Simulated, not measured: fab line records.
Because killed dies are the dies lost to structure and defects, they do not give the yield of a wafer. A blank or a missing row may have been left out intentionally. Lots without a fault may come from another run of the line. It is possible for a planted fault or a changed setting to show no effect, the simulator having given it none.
A lot that was struck, set against a sound lot / flow sky130 / 15 out of 708 route steps
Sound: these wafers, L375.2, L375.4, L375.6. Struck: wafers L382.1, L382.3, L382.5. The cause is named last.
Order at every step that has rows: each side's tool, ch and its chambers, its first start. Under that, the readings that differ: sound wafers / struck wafers / difference of the means / sigmas: that difference in standard deviations of wafers without a fault.
alike: a reading whose means differ by less than 2 such deviations, as well as words and numbers matching on both sides. not compared: withheld readings; readings where some wafer has no value; bounds like >300 that might hide an equal value; numbers whose values overlap and for which the record gives no deviation.
Wherever a step has rows on one side only, a row that says differs or no value, or a row with sigmas, the two part there. Numbers that don't overlap but have no deviation are shown without sigmas and don't part them. A reading missing from all wafers of one side parts the sides only when that side holds two or more wafers.

SKY_LDD_HVP_OVL_MEAS_07:
  sound on overlay-01, day 23 01:56; struck on overlay-01, day 24 08:07
  alike: LDD_HVP_OVL
after that, 1 step had no rows for these wafers: SKY_LDD_HVP_IMPLANT_08.
SKY_LDD_HVP_STRIP_09: strips in O2/N2.
  sound on plasmaAsher-04 ch 0,1, day 23 02:07; struck on plasmaAsher-04 ch 0,1, day 24 08:19
reading=stripTimeToEndpointS (s); sound=4.157 4.154 4.177; struck=4.136 4.112 4.127; difference=-0.038; sigmas=-2
  alike: drypumpMotorCurrentA, oesProductAu
  not compared: rfHoursCounterH
SKY_LDD_HVP_TW_MEAS_10:
  sound on filmMetro-03, day 23 02:13; struck on filmMetro-01, day 24 08:25
  alike: LDD_HVP_TW
then, 7 steps without rows for these wafers: SKY_LDD_LDN_DEHYDRATE_00 (time 60 s); SKY_LDD_LDN_HMDS_01 (prime time 60 s); SKY_LDD_LDN_COAT_02 (resist thk 1140 nm); SKY_LDD_LDN_SOFTBAKE_03 (time 60 s); SKY_LDD_LDN_EXPOSE_04 (exposes mask LDNTM, target cd 700 nm); SKY_LDD_LDN_PEB_05; SKY_LDD_LDN_DEVELOP_06 (develop time 60 s).
SKY_LDD_LDN_OVL_MEAS_07:
  sound on overlay-02, day 24 07:55; struck on overlay-02, day 25 14:11
reading=LDD_LDN_OVL (nm); sound=4.7 3.9 4.1; struck=1.3 -0.2 -0.3; difference=-4.0; sigmas=-3
SKY_LDD_LDN_IMPLANT_08:
  sound on implanter-04 ch 0, day 24 07:59; struck on implanter-03 ch 0, day 25 14:14
reading=beamEnergyKeV; sound=14.999 14.999 15.003; struck=19.677 19.685 19.691; difference=+4.684; sigmas=+99 or more
reading=model.implant.rpNm (nm); sound=13.15 13.15 13.15; struck=15.05 15.05 15.05; difference=+1.90; sigmas=
reading=model.implant.drpNm (nm); sound=5.933 5.933 5.933; struck=7.13 7.13 7.13; difference=+1.20; sigmas=
  alike: faradayCurrentUA
after that, 1 step had no rows for these wafers: SKY_LDD_LDN_IMPLANT_09.
-- here the record skips 23 days between the struck wafers' starts before and after, leaving off in module LDD_LDN and picking up in module PAD_OPEN (first step shown: number 708 of the route) --
SKY_PAD_OPEN_PROBE_99:
  sound on prober-01, day 47 13:59; struck on prober-01, day 48 11:54
reading=killedAtFrontEnd; sound=7 11 15; struck=24 22 17; difference=+10; sigmas=+2
reading=model.etest.tipSonos.rsOhmSq; sound=2680 2694 2638; struck=2552 2552 2528; difference=-127; sigmas=
  alike: killed_at_M0_to_M3, killed_at_M4_up, killedAtContacts, killedAtOther, killedDies, killedOpen, killedShort

== WHERE THEY PART ==
First at SKY_LDD_HVP_STRIP_09; last, within this record, at SKY_PAD_OPEN_PROBE_99.

WHY: what the simulator had put in
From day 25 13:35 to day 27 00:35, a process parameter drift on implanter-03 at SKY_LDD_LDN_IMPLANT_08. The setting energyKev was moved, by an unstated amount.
